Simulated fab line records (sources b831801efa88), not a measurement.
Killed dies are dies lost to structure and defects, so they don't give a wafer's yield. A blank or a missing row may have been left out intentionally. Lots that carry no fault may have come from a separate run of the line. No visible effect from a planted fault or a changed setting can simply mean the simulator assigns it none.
8D (eight disciplines) problem report, filled in by code + flow sky130 + the parts of the form that need people (team, actions taken, sign-off) are left out

## 1. THE ISSUE
Mean of overpolish_run_s at SKY_VIA2_CMP_24: 0.044 s across 6 wafers in 2 lots; on wafers with no fault it is 20.001 s (standard deviation 0.0092). That is -99 or more standard deviations from the usual mean.
The step: polishes, stops on SiO2, t overpolish 20 s, target thk 0 nm.
The first sign was on wafer L601.4 at day 40 18:31, on cmp-02. At this step, 39 wafers from 13 lots have a number in the record. Rule for "out", or "out of limits": more than 4 standard deviations from the usual mean. The other wafers with a number count as sound.

## 2. WHAT IT IS, WHAT IT ISN'T
| question                    | is                                   | is not                                                                    |
|-----------------------------|--------------------------------------|---------------------------------------------------------------------------|
| which readings at this step | overpolish_run_s, time_to_endpoint_s | edge_zone_pressure_frac, motor_current_A                                  |
| which lots                  | L601, L602                           | L588, L589, L590, L592, L593, L594, L595, L597, L599, L603, L608          |
| which wafers of those lots  | all that have a number               | -                                                                         |
| read on which tools         | cmp-02                               | cmp-01                                                                    |
| when                        | from day 40 18:31                    | up to then (27 sound wafers); but 6 sound wafers of L603, L608 came after |

## 3. SUSPECTS, AND WHAT RULES EACH OUT
Counting: any tool at a process step up to the reading is kept as a suspect provided that every lot that is out went through it and no sound lot did after the first of them.
- cmp-02 at SKY_VIA2_CMP_24 (polishes, stops on SiO2, t overpolish 20 s, target thk 0 nm): kept. It processed each lot that is out, first L601 at day 40 18:31, and no sound lot thereafter; up to then, the last sound lot it processed was L597 at day 39 11:47. Its own readings are out on those wafers: overpolish_run_s, time_to_endpoint_s.
Remaining after the count: cmp-02 at SKY_VIA2_CMP_24.

## 4. THE CAUSE (what the simulator had put in)
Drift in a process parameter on cmp-02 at SKY_VIA2_CMP_24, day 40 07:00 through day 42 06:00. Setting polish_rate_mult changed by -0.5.
The count eliminated every tool but this one.

## 5. THE CHAIN OF EFFECTS, in route order
One row per reading whose mean, taken over the struck wafers that have a number, lies over 3 standard deviations from the usual. Only readings whose record carries a usual standard deviation are examined. hours: median over the lots of the time between each lot's start at the first step of this table that gives one and its start at this step. sigmas: the change, counted in usual standard deviations.
| hours | step                  | reading              | usual    | on struck wafers | change  | sigmas      |
|-------|-----------------------|----------------------|----------|------------------|---------|-------------|
| 0     | SKY_VIA2_CMP_24       | overpolish_run_s     | 20.001 s | 0.044            | -19.957 | -99 or more |
| 0     | SKY_VIA2_CMP_24       | time_to_endpoint_s   | 100 s    | 158              | +58     | +8.1        |
| 202   | SKY_PAD_OPEN_PROBE_99 | defect_limited_yield | 82.6 %   | 0.0              | -82.6   | -46         |
| 202   | SKY_PAD_OPEN_PROBE_99 | killed_at_M0_to_M3   | 44       | 449              | +405    | +59         |
| 202   | SKY_PAD_OPEN_PROBE_99 | killed_dies          | 85       | 492              | +407    | +46         |
| 202   | SKY_PAD_OPEN_PROBE_99 | killed_on_rim        | 17       | 96               | +79     | +23         |
| 202   | SKY_PAD_OPEN_PROBE_99 | sort_bin_3_pad_short | 0.8 %    | 84.3             | +83.5   | +99 or more |
| 202   | SKY_PAD_OPEN_PROBE_99 | sort_n_pass          | 407      | 0                | -407    | -46         |
| 202   | SKY_PAD_OPEN_PROBE_99 | sort_yield_pct       | 82.6 %   | 0.0              | -82.6   | -46         |
It contains these process steps:
- SKY_VIA2_CMP_24: polishes, stops on SiO2, t overpolish 20 s, target thk 0 nm.
- SKY_PAD_OPEN_PROBE_99

## 6. HOW IT WOULD HAVE BEEN CAUGHT EARLIER
In this record the first reading out of limits was taken at day 40 18:31, 12 hours after the fault began at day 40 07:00.
